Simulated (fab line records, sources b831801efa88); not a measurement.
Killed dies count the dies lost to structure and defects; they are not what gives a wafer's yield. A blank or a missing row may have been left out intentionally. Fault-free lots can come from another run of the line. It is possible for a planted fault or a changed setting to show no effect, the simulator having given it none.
fab line records    flow sky130
record: lots: 12  wafers: 36  last-day: 50
route steps=708 shown METAL5@666 PASSIVATION@683 PAD_OPEN@701
lots with no fault: from the same line, run without faults
start-h: hours from the record's opening day to when the first of the lot's shown wafers began    wait-h: hours elapsed since this lot's preceding step    " the same as in the row above    L1.1+2: one row covering several wafers at once    - value missing, or start not given    * or withheld: withheld    < > ~ a bound
route shown NAME@n: names a module that has steps shown in the file, with the first one's number in the route    usual: average and standard deviation across the fault-free wafers    same: alike in all rows    chamber/n: place in a boat    sites: the reading at each site    _std_site: standard deviation of those values    _edge_site: mean of outer sites minus mean of inner sites    radius-mm: how far each site lies from the wafer's centre    mask NAME#n: copy n    behind: the last tool/chamber to shape the wafer    hold: why the lot was held/for how many hours/how that ended    device: the transistor (n, p or np) that didn't switch    end of line: the tests these same wafers got at the end of their route    step lacking rows: just its recipe    killed: dies lost to structure and defects at the first sort, not the wafer's yield    map: per-die view of a wafer (x killed, . not killed, _ where there is no die)
set.NAME: the setting that was run; set.NAME@STEP: the one run at that earlier step    model.NAME: the simulator's own value behind a step, which no gauge read
one table for each step of the route and one row for each wafer, over a sample of lots
services: a tool's chamber out of use, with start hour (start-h, from the record's first day; less than 0 if before it), hours out, and reason
== steps ==
step: SKY_METAL5_RS_MEAS_05
recipe: thk-meas-gauge: four-point-probe  reads: TiN_of_METAL5_SPUTTER_04+Ti_of_METAL5_SPUTTER_03+AlCu_of_METAL5_SPUTTER_02+TiN_of_METAL5_SPUTTER_01+Ti_of_METAL5_SPUTTER_00
usual: METAL5_ALCU_RS: 0.02704/0.00024
lot.wafer  tool           chamber  start-h  wait-h  METAL5_ALCU_RS[ohm/sq]
L386.3     film-metro-02  -        1022.97  0.1     0.02666
L386.4     "              -        "        "       0.02704
L386.5     "              -        "        "       0.02745
L387.2     film-metro-04  -        1030.22  0.0     0.02701
L387.3     "              -        "        "       0.02716
L387.5     "              -        "        "       0.02691
L389.1     film-metro-02  -        1039.79  0.0     0.02679
L389.2     "              -        "        "       0.02656
L389.6     "              -        "        "       0.0267
L388.4     film-metro-04  -        1041.32  0.1     0.02686
L388.5     "              -        "        "       0.02713
L388.6     "              -        "        "       0.02708
L390.2     film-metro-03  -        1042.81  0.0     0.02692
L390.3     "              -        "        "       0.02692
L390.4     "              -        "        "       0.02678
L391.1     film-metro-03  -        1047.46  0.0     0.02688
L391.3     "              -        "        "       0.02686
L391.6     "              -        "        "       0.02713
L397.1     film-metro-04  -        1081.33  0.0     0.02692
L397.2     "              -        "        "       0.02747
L397.3     "              -        "        "       0.02732
L400.1     film-metro-02  -        1100.58  0.0     0.0265
L400.3     "              -        "        "       0.02676
L400.5     "              -        "        "       0.02661
L403.1     film-metro-02  -        1114.16  0.0     0.02711
L403.3     "              -        "        "       0.02761
L403.6     "              -        "        "       0.0273
L404.1     film-metro-02  -        1119.79  0.0     0.02685
L404.5     "              -        "        "       0.02704
L404.6     "              -        "        "       0.02681
L406.2     film-metro-02  -        1131.00  0.0     0.02701
L406.5     "              -        "        "       0.02727
L406.6     "              -        "        "       0.02712
L409.1     film-metro-04  -        1149.92  0.0     0.0275
L409.3     "              -        "        "       0.02695
L409.5     "              -        "        "       0.02706
step: SKY_METAL5_DESCUM_14
recipe: chemistry: O2  source-power-w: 150  bias-power-w: 0  pressure-mtorr: 10  temp-c: 40  time-s: 11
usual: drypump-motor-current-A: 5.6/0.52  oes-product-au: 0.991/0.013
lot.wafer  tool          chamber  start-h  wait-h  drypump-motor-current-A  oes-product-au  rf-hours-counter-h
L386.3     rie-metal-04  1        1045.61  0.1     5.8                      0.977           -
L386.4     "             1        "        "       5.8                      0.981           -
L386.5     "             1        "        "       5.7                      0.985           -
L387.2     rie-metal-02  0        1052.69  0.1     6.2                      0.987           15
L387.3     "             1        "        "       5.8                      1.008           -
L387.5     "             0        "        "       6.2                      0.989           -
L389.1     rie-metal-02  1        1061.25  0.1     5.8                      1.003           24
L389.2     "             0        "        "       6.2                      0.989           16
L389.6     "             0        "        "       6.2                      0.983           -
L388.4     rie-metal-04  0        1062.50  0.1     4.8                      0.992           -
L388.5     "             0        "        "       4.8                      1.002           -
L388.6     "             1        "        "       5.8                      0.978           -
L390.2     rie-metal-03  1        1063.70  0.1     6.0                      1.003           13
L390.3     "             0        "        "       5.3                      1.011           -
L390.4     "             1        "        "       6.0                      1.009           -
L391.1     rie-metal-03  1        1069.29  0.1     6.0                      1.009           13
L391.3     "             1        "        "       6.0                      1.007           -
L391.6     "             0        "        "       5.3                      1.009           -
L397.1     rie-metal-03  1        1102.69  0.1     6.0                      0.995           15
L397.2     "             0        "        "       5.3                      0.998           11
L397.3     "             1        "        "       6.0                      1.008           -
L400.1     rie-metal-02  0        1121.33  0.1     6.3                      0.981           22
L400.3     "             0        "        "       6.3                      0.982           -
L400.5     "             0        "        "       6.3                      0.982           -
L403.1     rie-metal-04  0        1133.74  0.1     4.8                      0.993           6
L403.3     "             1        "        "       5.8                      0.968           -
L403.6     "             0        "        "       4.8                      0.995           -
L404.1     rie-metal-04  1        1139.81  0.1     5.8                      0.976           14
L404.5     "             1        "        "       5.8                      0.987           -
L404.6     "             0        "        "       4.8                      1.004           -
L406.2     rie-metal-04  1        1149.98  0.1     5.8                      0.973           16
L406.5     "             0        "        "       4.8                      0.995           -
L406.6     "             1        "        "       5.9                      0.980           -
L409.1     rie-metal-02  1        1167.44  0.1     5.9                      1.003           5
L409.3     "             1        "        "       5.8                      1.016           -
L409.5     "             0        "        "       6.2                      0.990           -
step: SKY_PASSIVATION_CVD_02
recipe: material: Si3N4  target-thk-nm: 540  temp-c: 400  time-s: withheld  rf-w: 450
usual: heater-power-w: 721/100
lot.wafer  tool      chamber  start-h  wait-h  heater-power-w
L386.3     pecvd-01  2        1046.80  0.0     854
L386.4     "         1        "        "       647
L386.5     "         2        "        "       908
L387.2     pecvd-04  2        1053.64  0.0     620
L387.3     "         0        "        "       796
L387.5     "         2        "        "       663
L389.1     pecvd-04  0        1062.21  0.1     727
L389.2     "         2        "        "       743
L389.6     "         2        "        "       614
L388.4     pecvd-01  1        1063.55  0.1     660
L388.5     "         2        "        "       872
L388.6     "         0        "        "       605
L390.2     pecvd-01  1        1064.69  0.0     638
L390.3     "         0        "        "       646
L390.4     "         1        "        "       641
L391.1     pecvd-02  0        1070.28  0.1     764
L391.3     "         1        "        "       754
L391.6     "         1        "        "       794
L397.1     pecvd-04  0        1103.78  0.1     710
L397.2     "         1        "        "       673
L397.3     "         2        "        "       690
L400.1     pecvd-04  0        1122.27  0.1     816
L400.3     "         1        "        "       668
L400.5     "         1        "        "       529
L403.1     pecvd-04  0        1134.68  0.1     812
L403.3     "         1        "        "       636
L403.6     "         2        "        "       618
L404.1     pecvd-04  1        1140.78  0.1     534
L404.5     "         0        "        "       745
L404.6     "         1        "        "       603
L406.2     pecvd-01  2        1150.95  0.0     990
L406.5     "         0        "        "       736
L406.6     "         1        "        "       670
L409.1     pecvd-04  2        1168.38  0.1     670
L409.3     "         0        "        "       825
L409.5     "         0        "        "       669
step: SKY_PAD_OPEN_ETCH_07
recipe: chemistry: CF4/O2  target-depth-nm: 725  stop-on: AlCu  source-w: 800  bias-w: 150  pressure-mtorr: 150  cf4-flow-sccm: 80  O2_flow_sccm: 10  time-s: 161.1
usual: drypump-motor-current-A: 5.7/0.4  oes-product-au: 0.978/0.0074  throttle-valve-pct: 5.963/0.0091
lot.wafer  tool         chamber  start-h  wait-h  drypump-motor-current-A  oes-product-au  rf-hours-counter-h  throttle-valve-pct
L386.3     rie-diel-01  3        1088.88  -       5.8                      0.974           12                  5.939
L386.4     "            1        "        "       5.8                      0.985           0                   5.956
L386.5     "            0        "        "       6.2                      0.986           -                   5.969
L387.2     rie-diel-01  2        1096.11  -       5.8                      0.970           13                  5.952
L387.3     "            3        "        "       5.8                      0.969           12                  5.969
L387.5     "            1        "        "       5.8                      0.978           -                   5.966
L389.1     rie-diel-03  3        1103.91  -       5.9                      0.979           22                  5.960
L389.2     "            0        "        "       5.3                      0.973           24                  5.959
L389.6     "            1        "        "       5.0                      0.970           -                   5.957
L388.4     rie-diel-01  1        1106.81  -       5.8                      0.976           1                   5.938
L388.5     "            0        "        "       6.2                      0.983           -                   5.973
L388.6     "            1        "        "       5.8                      0.965           -                   5.960
L390.2     rie-diel-03  0        1107.51  -       5.3                      0.990           24                  5.969
L390.3     "            3        "        "       5.9                      0.978           22                  5.968
L390.4     "            2        "        "       5.4                      0.980           31                  5.972
L391.1     rie-diel-01  3        1111.51  -       5.8                      0.975           13                  5.954
L391.3     "            2        "        "       5.8                      0.972           14                  5.945
L391.6     "            0        "        "       6.2                      0.989           -                   5.967
L397.1     rie-diel-01  2        1143.71  -       5.8                      0.965           15                  5.965
L397.2     "            0        "        "       6.2                      0.974           20                  5.976
L397.3     "            3        "        "       5.8                      0.975           14                  5.945
L400.1     rie-diel-03  1        1159.41  -       5.0                      0.968           22                  5.958
L400.3     "            0        "        "       5.3                      0.975           26                  5.965
L400.5     "            0        "        "       5.3                      0.986           -                   5.954
L403.1     rie-diel-03  1        1170.21  -       5.0                      0.966           23                  5.976
L403.3     "            3        "        "       5.9                      0.842           26                  5.928
L403.6     "            3        "        "       5.9                      0.847           -                   5.932
L404.1     rie-diel-03  0        1176.02  -       5.3                      0.975           27                  5.961
L404.5     "            3        "        "       6.0                      0.849           -                   5.920
L404.6     "            0        "        "       5.2                      0.987           -                   5.979
L406.2     rie-diel-04  0        1185.62  -       5.2                      0.965           18                  5.969
L406.5     "            1        "        "       5.7                      0.975           -                   5.959
L406.6     "            0        "        "       5.2                      0.975           -                   5.963
L409.1     rie-diel-01  0        1201.46  -       6.1                      0.975           22                  5.965
L409.3     "            1        "        "       5.8                      0.976           4                   5.966
L409.5     "            3        "        "       5.8                      0.982           -                   5.968
step: SKY_PAD_OPEN_PROBE_99
usual: defect-limited-yield: 82.3/1.8  killed_at_M0_to_M3: 43/7  killed_at_M4_up: 3.1/1.9  killed-at-contacts: 25/6.1  killed-at-front-end: 15/4.5  killed-at-other: 0.3/0.55  killed-dies: 87/8.9  killed-on-rim: 17/4  killed-open: 47/6.4  killed-short: 40/6.6  sort_bin_3_pad_short: 0.9/0.42  sort_bin_5_function: 10.4/1.4  sort_bin_6_memory: 6.5/1.1  sort-n-pass: 405/8.9  sort-yield-pct: 82.3/1.8
same: gross-dies: 492  killed-at-back-side: 0  sort_bin_4_leakage[%]: 0  sort_bin_8_speed[%]: 0
lot.wafer  tool       chamber  start-h  wait-h  defect-limited-yield[%]  killed_at_M0_to_M3  killed_at_M4_up  killed-at-contacts  killed-at-front-end  killed-at-other  killed-dies  killed-on-rim  killed-open  killed-short  sort_bin_3_pad_short[%]  sort_bin_5_function[%]  sort_bin_6_memory[%]  sort-n-pass  sort-yield-pct[%]
L386.3     prober-02  -        1091.30  0.2     82.9                     41                  3                26                  14                   0                84           8              45           39            0.6                      10.8                    5.7                   408          82.9
L386.4     prober-02  -        1091.35  0.2     83.1                     33                  0                36                  14                   0                83           16             51           32            0.6                      11.8                    4.5                   409          83.1
L386.5     prober-02  -        1091.40  0.2     80.3                     49                  5                28                  14                   1                97           17             49           47            0.8                      12.2                    6.7                   395          80.3
L387.2     prober-01  -        1098.48  0.1     82.7                     46                  3                20                  16                   0                85           21             45           39            0.6                      10.8                    5.9                   407          82.7
L387.3     prober-01  -        1098.53  0.2     81.3                     56                  3                22                  11                   0                92           18             40           50            1.4                      10.0                    7.3                   400          81.3
L387.5     prober-01  -        1098.63  0.2     79.7                     62                  2                23                  12                   1                100          23             58           41            1.0                      12.6                    6.7                   392          79.7
L389.1     prober-02  -        1106.27  0.1     81.7                     41                  2                35                  11                   1                90           15             46           43            1.6                      11.6                    5.1                   402          81.7
L389.2     prober-02  -        1106.32  0.1     81.3                     50                  4                25                  13                   0                92           14             49           43            0.6                      12.8                    5.3                   400          81.3
L389.6     prober-02  -        1106.52  0.2     81.5                     48                  1                23                  19                   0                91           24             54           37            1.4                      11.6                    5.5                   401          81.5
L388.4     prober-01  -        1109.27  0.2     77.4                     51                  7                34                  19                   0                111          16             51           60            1.4                      13.6                    7.5                   381          77.4
L388.5     prober-01  -        1109.32  0.2     81.9                     40                  7                31                  11                   0                89           8              42           45            0.8                      10.6                    6.7                   403          81.9
L388.6     prober-01  -        1109.37  0.2     82.3                     46                  4                21                  16                   0                87           18             45           41            1.6                      10.0                    6.1                   405          82.3
L390.2     prober-02  -        1110.67  0.1     82.3                     48                  4                21                  14                   0                87           15             52           35            1.2                      10.0                    6.5                   405          82.3
L390.3     prober-02  -        1110.72  0.2     83.3                     34                  3                18                  27                   0                82           15             45           37            0.6                      9.6                     6.5                   410          83.3
L390.4     prober-02  -        1110.77  0.2     83.9                     40                  0                21                  18                   0                79           11             38           41            0.4                      9.6                     6.1                   413          83.9
L391.1     prober-01  -        1114.94  0.1     81.5                     54                  2                17                  17                   1                91           18             47           42            1.2                      8.9                     8.3                   401          81.5
L391.3     prober-01  -        1115.04  0.2     83.9                     46                  1                22                  9                    1                79           13             49           29            0.6                      9.6                     5.9                   413          83.9
L391.6     prober-01  -        1115.19  0.2     83.1                     42                  3                20                  18                   0                83           13             57           25            0.6                      9.6                     6.7                   409          83.1
L397.1     prober-01  -        1146.02  0.1     85.2                     43                  4                16                  10                   0                73           18             42           31            0.2                      10.4                    4.3                   419          85.2
L397.2     prober-01  -        1146.07  0.1     85.6                     45                  1                17                  7                    1                71           13             36           34            0.6                      7.5                     6.3                   421          85.6
L397.3     prober-01  -        1146.12  0.2     84.8                     29                  1                24                  21                   0                75           14             37           37            1.2                      9.3                     4.7                   417          84.8
L400.1     prober-02  -        1162.87  0.1     82.3                     49                  3                22                  12                   1                87           26             46           38            0.8                      10.4                    6.5                   405          82.3
L400.3     prober-02  -        1162.97  0.2     82.9                     38                  4                25                  16                   1                84           21             47           37            1.8                      10.0                    5.3                   408          82.9
L400.5     prober-02  -        1163.07  0.2     81.5                     48                  4                27                  12                   0                91           21             55           36            0.6                      10.2                    7.7                   401          81.5
L403.1     prober-02  -        1172.57  0.1     81.9                     40                  5                25                  19                   0                89           21             46           38            0.8                      9.1                     8.1                   403          81.9
L403.3     prober-02  -        1172.67  0.2     0                        37                  0                22                  14                   419              492          96             43           30            0.6                      94.7                    4.7                   0            0
L403.6     prober-02  -        1172.82  0.2     0                        41                  1                25                  22                   403              492          96             56           33            1.6                      90.0                    8.3                   0            0
L404.1     prober-01  -        1178.39  0.1     80.9                     45                  2                29                  18                   0                94           17             46           46            0.6                      12.6                    5.9                   398          80.9
L404.5     prober-01  -        1178.59  0.2     0                        45                  4                14                  8                    421              492          96             40           30            0                        95.5                    4.5                   0            0
L404.6     prober-01  -        1178.64  0.2     82.5                     35                  5                35                  11                   0                86           20             46           40            1.6                      10.4                    5.5                   406          82.5
L406.2     prober-02  -        1187.98  0.1     85.4                     35                  4                22                  11                   0                72           12             36           36            1.0                      7.9                     5.7                   420          85.4
L406.5     prober-02  -        1188.13  0.2     83.7                     44                  2                21                  13                   0                80           16             44           36            0.6                      9.6                     6.1                   412          83.7
L406.6     prober-02  -        1188.18  0.2     84.1                     42                  4                20                  12                   0                78           11             43           35            0.8                      10.4                    4.7                   414          84.1
L409.1     prober-01  -        1204.27  0.1     82.5                     47                  2                18                  18                   1                86           21             40           46            1.2                      9.3                     6.9                   406          82.5
L409.3     prober-01  -        1204.37  0.2     84.1                     40                  1                22                  15                   0                78           14             39           39            1.0                      8.9                     5.9                   414          84.1
L409.5     prober-01  -        1204.47  0.2     79.5                     49                  3                26                  23                   0                101          28             47           54            0.8                      12.0                    7.7                   391          79.5
killed by level:class
L386.3 FIELD_ISO:geometric-particle:open=7 CONTACT:geometric-particle:open=7 VIA1:geometric-particle:open=7 LI_CONTACT:geometric-particle:open=6 VIA1:geometric-particle:short=6 METAL2:geometric-particle:short=5 VIA3:geometric-particle:open=5 METAL3:geometric-particle:short=5
L386.4 CONTACT:geometric-particle:open=19 CONTACT:geometric-particle:short=10 VIA1:geometric-particle:open=8 VIA2:geometric-particle:open=7 VIA3:geometric-particle:open=6 LI_CONTACT:geometric-particle:open=5 POLY_GATE:geometric-particle:short=4 VIA1:geometric-particle:short=4
L386.5 VIA1:geometric-particle:short=11 CONTACT:geometric-particle:open=10 VIA1:geometric-particle:open=9 VIA2:geometric-particle:open=8 LI_CONTACT:geometric-particle:short=6 LI_CONTACT:geometric-particle:open=6 VIA2:geometric-particle:short=5 FIELD_ISO:geometric-particle:open=4
L387.2 VIA1:geometric-particle:open=12 VIA2:geometric-particle:open=11 CONTACT:geometric-particle:open=10 CONTACT:geometric-particle:short=6 FIELD_ISO:geometric-particle:open=5 VIA1:geometric-particle:short=5 METAL2:geometric-particle:short=4 VIA3:geometric-particle:open=4
L387.3 VIA1:geometric-particle:open=12 VIA1:geometric-particle:short=12 VIA2:geometric-particle:open=8 METAL3:geometric-particle:short=6 CONTACT:geometric-particle:open=5 VIA2:geometric-particle:short=4 LI_CONTACT:geometric-particle:open=4 LOCAL_INTERCONNECT:geometric-particle:short=4
L387.5 VIA1:geometric-particle:open=17 CONTACT:geometric-particle:open=13 VIA1:geometric-particle:short=10 VIA3:geometric-particle:open=8 METAL2:geometric-particle:short=7 FIELD_ISO:geometric-particle:open=6 VIA3:geometric-particle:short=6 VIA2:geometric-particle:open=5
L389.1 CONTACT:geometric-particle:open=12 LI_CONTACT:geometric-particle:open=9 METAL2:geometric-particle:short=7 CONTACT:geometric-particle:short=6 VIA2:geometric-particle:short=6 VIA1:geometric-particle:open=6 VIA2:geometric-particle:open=5 VIA1:geometric-particle:short=4
L389.2 VIA1:geometric-particle:open=13 METAL2:geometric-particle:short=12 LI_CONTACT:geometric-particle:open=10 CONTACT:geometric-particle:open=7 VIA1:geometric-particle:short=6 FIELD_ISO:geometric-particle:short=5 VIA2:geometric-particle:open=5 VIA3:geometric-particle:open=5
L389.6 VIA1:geometric-particle:open=14 CONTACT:geometric-particle:open=9 LI_CONTACT:geometric-particle:open=7 FIELD_ISO:geometric-particle:open=6 VIA2:geometric-particle:open=6 VIA3:geometric-particle:open=5 METAL1:geometric-particle:short=5 VIA1:geometric-particle:short=5
L388.4 CONTACT:geometric-particle:open=12 VIA1:geometric-particle:short=9 LI_CONTACT:geometric-particle:open=7 CONTACT:geometric-particle:short=7 VIA1:geometric-particle:open=6 METAL2:geometric-particle:short=6 VIA3:geometric-particle:open=6 FIELD_ISO:geometric-particle:short=5
L388.5 VIA1:geometric-particle:open=9 LI_CONTACT:geometric-particle:open=8 LOCAL_INTERCONNECT:geometric-particle:short=8 CONTACT:geometric-particle:short=6 CONTACT:geometric-particle:open=6 VIA3:geometric-particle:open=6 VIA1:geometric-particle:short=5 METAL2:geometric-particle:short=5
L388.6 CONTACT:geometric-particle:open=9 VIA1:geometric-particle:open=8 VIA3:geometric-particle:open=8 METAL1:geometric-particle:short=8 FIELD_ISO:geometric-particle:short=7 LI_CONTACT:geometric-particle:open=5 METAL3:geometric-particle:short=5 VIA3:geometric-particle:short=5
L390.2 CONTACT:geometric-particle:open=12 VIA1:geometric-particle:open=10 METAL2:geometric-particle:short=10 FIELD_ISO:geometric-particle:open=8 METAL1:geometric-particle:short=6 VIA3:geometric-particle:open=6 VIA2:geometric-particle:open=4 LI_CONTACT:geometric-particle:open=3
L390.3 VIA1:geometric-particle:open=10 FIELD_ISO:geometric-particle:short=9 CONTACT:geometric-particle:open=9 FIELD_ISO:geometric-particle:open=6 VIA3:geometric-particle:short=6 VIA1:geometric-particle:short=5 POLY_GATE:geometric-particle:short=4 POLY_GATE:geometric-particle:open=4
L390.4 VIA3:geometric-particle:open=9 FIELD_ISO:geometric-particle:short=7 CONTACT:geometric-particle:short=7 CONTACT:geometric-particle:open=6 VIA1:geometric-particle:open=6 METAL1:geometric-particle:short=6 METAL2:geometric-particle:short=6 FIELD_ISO:geometric-particle:open=5
L391.1 VIA1:geometric-particle:open=13 METAL2:geometric-particle:short=9 VIA3:geometric-particle:open=8 VIA1:geometric-particle:short=6 VIA2:geometric-particle:short=6 CONTACT:geometric-particle:open=5 FIELD_ISO:geometric-particle:open=4 LOCAL_INTERCONNECT:geometric-particle:short=4
L391.3 VIA1:geometric-particle:open=13 VIA3:geometric-particle:open=9 VIA2:geometric-particle:open=8 CONTACT:geometric-particle:open=8 LI_CONTACT:geometric-particle:open=6 METAL2:geometric-particle:short=5 CONTACT:geometric-particle:short=4 POLY_GATE:geometric-particle:open=3
L391.6 CONTACT:geometric-particle:open=11 METAL2:geometric-particle:short=8 VIA1:geometric-particle:open=8 VIA2:geometric-particle:open=7 LI_CONTACT:geometric-particle:open=7 POLY_GATE:geometric-particle:open=6 VIA3:geometric-particle:open=6 POLY_GATE:geometric-particle:short=4
L397.1 VIA1:geometric-particle:open=11 METAL2:geometric-particle:short=7 LI_CONTACT:geometric-particle:open=6 CONTACT:geometric-particle:open=5 METAL1:geometric-particle:short=5 VIA2:geometric-particle:open=5 FIELD_ISO:geometric-particle:open=4 VIA3:geometric-particle:open=3
L397.2 VIA2:geometric-particle:open=11 LI_CONTACT:geometric-particle:open=7 METAL1:geometric-particle:short=6 VIA1:geometric-particle:open=6 METAL2:geometric-particle:short=5 VIA3:geometric-particle:open=5 CONTACT:geometric-particle:open=4 VIA1:geometric-particle:short=4
L397.3 CONTACT:geometric-particle:open=8 POLY_GATE:geometric-particle:open=6 CONTACT:geometric-particle:short=6 VIA2:geometric-particle:open=6 POLY_GATE:geometric-particle:short=4 LOCAL_INTERCONNECT:geometric-particle:short=4 VIA1:geometric-particle:short=4 VIA1:geometric-particle:open=4
L400.1 VIA1:geometric-particle:open=11 VIA2:geometric-particle:open=9 VIA3:geometric-particle:open=9 METAL1:geometric-particle:short=7 LOCAL_INTERCONNECT:geometric-particle:short=6 CONTACT:geometric-particle:open=6 CONTACT:geometric-particle:short=5 LI_CONTACT:geometric-particle:open=4
L400.3 CONTACT:geometric-particle:open=10 VIA1:geometric-particle:open=10 VIA2:geometric-particle:open=7 FIELD_ISO:geometric-particle:open=6 LOCAL_INTERCONNECT:geometric-particle:short=6 CONTACT:geometric-particle:short=4 METAL1:geometric-particle:short=4 POLY_GATE:geometric-particle:short=3
L400.5 LI_CONTACT:geometric-particle:open=11 VIA1:geometric-particle:open=9 VIA2:geometric-particle:open=8 VIA3:geometric-particle:open=8 VIA1:geometric-particle:short=7 CONTACT:geometric-particle:open=7 METAL1:geometric-particle:short=7 POLY_GATE:geometric-particle:short=4
L403.1 VIA3:geometric-particle:open=11 METAL1:geometric-particle:short=8 LI_CONTACT:geometric-particle:open=7 LOCAL_INTERCONNECT:geometric-particle:short=7 FIELD_ISO:geometric-particle:open=6 CONTACT:geometric-particle:open=6 POLY_GATE:geometric-particle:short=5 VIA2:geometric-particle:short=5
L403.3 PAD_OPEN:area-etch=418 VIA2:geometric-particle:open=8 LI_CONTACT:geometric-particle:open=8 VIA3:geometric-particle:open=7 CONTACT:geometric-particle:open=6 VIA1:geometric-particle:open=6 METAL1:geometric-particle:short=5 POLY_GATE:geometric-particle:short=5
L403.6 PAD_OPEN:area-etch=403 CONTACT:geometric-particle:open=11 VIA3:geometric-particle:open=9 POLY_GATE:geometric-particle:open=8 VIA1:geometric-particle:open=8 LI_CONTACT:geometric-particle:open=6 VIA2:geometric-particle:open=6 FIELD_ISO:geometric-particle:open=5
L404.1 VIA1:geometric-particle:open=13 LI_CONTACT:geometric-particle:open=8 LOCAL_INTERCONNECT:geometric-particle:short=7 VIA2:geometric-particle:open=6 CONTACT:geometric-particle:short=6 POLY_GATE:geometric-particle:short=5 METAL2:geometric-particle:short=5 FIELD_ISO:geometric-particle:short=4
L404.5 PAD_OPEN:area-etch=421 VIA2:geometric-particle:open=10 METAL2:geometric-particle:short=10 VIA1:geometric-particle:open=10 VIA3:geometric-particle:open=7 LOCAL_INTERCONNECT:geometric-particle:short=4 LI_CONTACT:geometric-particle:open=3 CONTACT:geometric-particle:open=3
L404.6 CONTACT:geometric-particle:open=14 CONTACT:geometric-particle:short=8 VIA1:geometric-particle:open=8 LI_CONTACT:geometric-particle:open=7 FIELD_ISO:geometric-particle:open=4 METAL2:geometric-particle:short=4 METAL3:geometric-particle:short=4 VIA2:geometric-particle:short=4
L406.2 CONTACT:geometric-particle:open=9 VIA1:geometric-particle:open=8 VIA2:geometric-particle:open=8 METAL1:geometric-particle:short=7 LI_CONTACT:geometric-particle:open=5 METAL3:geometric-particle:short=5 FIELD_ISO:geometric-particle:short=4 METAL4:geometric-particle:short=4
L406.5 VIA2:geometric-particle:open=10 CONTACT:geometric-particle:open=9 VIA1:geometric-particle:open=7 CONTACT:geometric-particle:short=6 VIA1:geometric-particle:short=6 VIA3:geometric-particle:open=6 METAL1:geometric-particle:short=4 METAL2:geometric-particle:short=4
L406.6 VIA1:geometric-particle:short=9 CONTACT:geometric-particle:open=7 VIA1:geometric-particle:open=7 VIA2:geometric-particle:open=6 VIA3:geometric-particle:open=6 FIELD_ISO:geometric-particle:open=5 LI_CONTACT:geometric-particle:open=5 LOCAL_INTERCONNECT:geometric-particle:short=4
L409.1 POLY_GATE:geometric-particle:short=7 VIA3:geometric-particle:open=7 CONTACT:geometric-particle:open=7 VIA1:geometric-particle:open=7 METAL1:geometric-particle:short=6 VIA2:geometric-particle:open=5 METAL2:geometric-particle:short=5 METAL3:geometric-particle:short=4
L409.3 CONTACT:geometric-particle:open=9 VIA3:geometric-particle:open=8 VIA1:geometric-particle:open=7 FIELD_ISO:geometric-particle:short=6 METAL2:geometric-particle:short=5 LI_CONTACT:geometric-particle:short=4 METAL1:geometric-particle:short=4 CONTACT:geometric-particle:short=4
L409.5 VIA1:geometric-particle:open=11 METAL1:geometric-particle:short=8 FIELD_ISO:geometric-particle:short=7 POLY_GATE:geometric-particle:short=7 LI_CONTACT:geometric-particle:open=7 CONTACT:geometric-particle:open=7 CONTACT:geometric-particle:short=7 METAL2:geometric-particle:short=7
== services ==
tool          chamber  start-h  hours  kind
pecvd-02      1        1030.65  4.0    repair
rie-metal-04  0        1041.55  -      clean
rie-metal-04  0        1041.55  20.2   scheduled-down
rie-metal-04  0        1041.55  20.2   vent-cycle
rie-diel-01   1        1044.89  -      clean
rie-diel-01   1        1044.89  25.0   scheduled-down
rie-diel-01   1        1044.89  25.0   vent-cycle
rie-diel-03   3        1066.60  3.8    repair
pecvd-04      0        1074.80  2.1    scheduled-down
rie-diel-03   -        1084.24  2.8    pm
rie-diel-03   0        1108.46  8.3    repair
rie-diel-03   2        1113.25  10.3   repair
rie-diel-03   1        1115.01  9.1    repair
rie-diel-01   1        1125.48  11.2   repair
rie-metal-03  -        1126.13  2.8    pm
pecvd-02      0        1136.85  5.1    repair
pecvd-04      -        1138.79  0.9    repair
rie-diel-01   1        1142.50  10.6   repair
rie-diel-03   2        1166.44  -      clean
pecvd-04      2        1170.52  16.1   repair
rie-diel-03   1        1175.20  9.7    repair
pecvd-01      -        1180.59  2.8    pm
pecvd-04      0        1183.16  4.8    repair
rie-diel-01   0        1186.81  2.8    repair
== key ==
first-sign: step: SKY_PAD_OPEN_ETCH_07  reading: oes-product-au  direction: down  sigmas: 18  usual: 0.978  struck: 0.846
effect: step: SKY_PAD_OPEN_ETCH_07  reading: throttle-valve-pct  direction: down  sigmas: 4  usual: 5.963  struck: 5.927
effect: step: SKY_PAD_OPEN_PROBE_99  reading: killed-at-other  direction: up  sigmas: 99+  usual: 0.3  struck: 414.3
more-kills-born-at: SKY_PAD_OPEN_ETCH_07@rie-diel-03: 1242
met-at SKY_PAD_OPEN_ETCH_07
struck-lots L403,L404
struck-wafers L403.3,L403.6,L404.5
later-rows-left-out L403.3,L403.6,L404.5
not-acting-at SKY_METAL5_RS_MEAS_05,SKY_METAL5_DESCUM_14,SKY_PASSIVATION_CVD_02
onset-between 1107.51 1170.21
fault: kind: process-parameter-drift  tool: rie-diel-03  chamber: 3  onset-h: 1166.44  steps: SKY_PAD_OPEN_ETCH_07  channel: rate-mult  offset: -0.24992  shape: step  end-h: 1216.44
later-rows-left-out: the simulator's readings of these wafers behind a module that went badly wrong aren't trusted and aren't shown, but for the sort
